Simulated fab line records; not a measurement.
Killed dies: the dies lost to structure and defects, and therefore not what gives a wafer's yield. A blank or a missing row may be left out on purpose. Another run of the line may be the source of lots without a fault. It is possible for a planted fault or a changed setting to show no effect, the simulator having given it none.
Chamber matching | flow gf180mcu | cmp-01 running GF_V1_CMP_04: 4 sister chambers
The step polishes SiO2. 4 wafers are shown with their chamber, then 12 later ones without.

== EACH WAFER AND ITS CHAMBER ==
wafer  | chamber | motor_current_A (A)
L085.6 | 1       | 11.9
L086.1 | 3       | 10.5
L086.4 | 0       | 11.5
L086.6 | 2       | 13.1

== WAFERS WITH NO CHAMBER GIVEN ==
wafer  | motor_current_A (A)
L088.2 | 11.3
L088.4 | 12.4
L088.5 | 11.7
L090.1 | 11.6
L090.2 | 10.2
L090.4 | 12.4
L090.3 | 11.2
L090.5 | 12.4
L090.6 | 11.8
L096.1 | 13.2
L096.2 | 10.5
L096.3 | 12.2

== EACH ONE'S CHAMBER ==
wafer  | from the rows above          | in truth
L088.2 | can't be placed: 0 or 1 or 3 | 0
L088.4 | can't be placed: 1 or 2 or 0 | 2
L088.5 | can't be placed: 0 or 1      | 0
L090.1 | can't be placed: 0 or 1      | 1
L090.2 | 3                            | 3
L090.4 | can't be placed: 1 or 2 or 0 | 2
L090.3 | can't be placed: 0 or 3 or 1 | 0
L090.5 | can't be placed: 1 or 2 or 0 | 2
L090.6 | can't be placed: 1 or 0      | 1
L096.1 | 2                            | 2
L096.2 | 3                            | 3
L096.3 | can't be placed: 1 or 0 or 2 | 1
Correctly placed: 3 of 12. From these rows, 9 cannot be placed; in 9 the true chamber is one of the candidates. Wrongly placed: 0.
How it was worked out, from the rows above alone: a wafer's distance from a chamber is the root of the sum, over the readings, of the square of ((its reading less the chamber's mean) divided by the reading's scatter). The wafer belongs to the nearest chamber; if the next one is less than 2 further off, it can't be placed. The mean given for a chamber averages the wafers shown for that chamber. The scatter: root of mean squared gap, hidden wafer to nearest shown wafer, with one shown wafer a chamber.
